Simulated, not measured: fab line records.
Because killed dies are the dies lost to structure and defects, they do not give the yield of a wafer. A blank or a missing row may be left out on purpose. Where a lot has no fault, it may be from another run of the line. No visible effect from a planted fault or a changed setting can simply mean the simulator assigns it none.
A single fault, viewed from 2 desks / flow gf180mcu / each desk has only its own numbers; what lay behind them comes last

FROM THE METROLOGY DESK
Lot by lot, what the gauges showed, no matter which tool ran the lot: averages of those sampled wafers that carry a number. Marked OUT: a lot whose mean sits more than 4 standard deviations from the usual mean, which makes it out of limits; the brackets give that distance.
Columns: A = V5_W_RS at GF_V5_RS_MEAS_24, usual 0.330 ohm/sq; B = TOP_METAL_ALCU_THK at GF_TOP_METAL_THK_MEAS_06, usual 891 nm
lot=L556; first seen here=day 26 23:02; A=0.334; B=888
lot=L557; first seen here=day 27 07:44; A=0.327; B=894
lot=L558; first seen here=day 27 23:08; A=0.324; B=882
lot=L559; first seen here=day 28 08:43; A=0.321; B=887
lot=L560; first seen here=day 28 17:46; A=0.328; B=886
lot=L561; first seen here=day 29 00:19; A=0.327; B=909
lot=L562; first seen here=day 29 06:18; A=0.327; B=894
lot=L563; first seen here=day 29 18:15; A=0.334; B=883
lot=L564; first seen here=day 29 20:24; A=0.332; B=893
lot=L565; first seen here=day 29 23:59; A=0.328; B=900
lot=L566; first seen here=day 30 05:53; A=0.332; B=896
lot=L567; first seen here=day 30 19:44; A=0.329; B=899
lot=L571; first seen here=day 31 15:37; A=0.331; B=904
lot=L573; first seen here=day 32 05:16; A=0.326; B=889
Finding of this desk: none of the 14 lots has anything out of limits.

FOR THE TOOL OWNER'S DESK: lpcvd-01
The tool's own readings at GF_HV_LDD_CVD_54 (deposits SiO2 from TEOS, target thk 10 nm, time 75 s): means of the sampled wafers that have a number, for each lot that ran on this tool. Marked OUT: a lot whose mean sits more than 4 standard deviations from the usual mean, which makes it out of limits; the brackets give that distance.
Columns: A = zone power centre pct at GF_HV_LDD_CVD_54, usual 9.83 %
lot=L556; first seen here=day 12 04:34; A=9.55
lot=L557; first seen here=day 12 12:42; A=9.97
lot=L560; first seen here=day 13 19:28; A=9.51
lot=L562; first seen here=day 14 13:12; A=10.03
lot=L565; first seen here=day 15 07:33; A=9.52
lot=L566; first seen here=day 15 15:06; A=9.49
lot=L567; first seen here=day 16 01:11; A=9.96
lot=L571; first seen here=day 17 10:12; A=9.94
lot=L573; first seen here=day 18 01:59; A=9.53
Finding of this desk: none of the 9 lots has anything out of limits.

ALL TOGETHER
From the metrology desk's view, nothing was out of limits.
The desk of the tool owner found nothing out of limits.

WHAT HAD BEEN PUT IN BY THE SIMULATOR
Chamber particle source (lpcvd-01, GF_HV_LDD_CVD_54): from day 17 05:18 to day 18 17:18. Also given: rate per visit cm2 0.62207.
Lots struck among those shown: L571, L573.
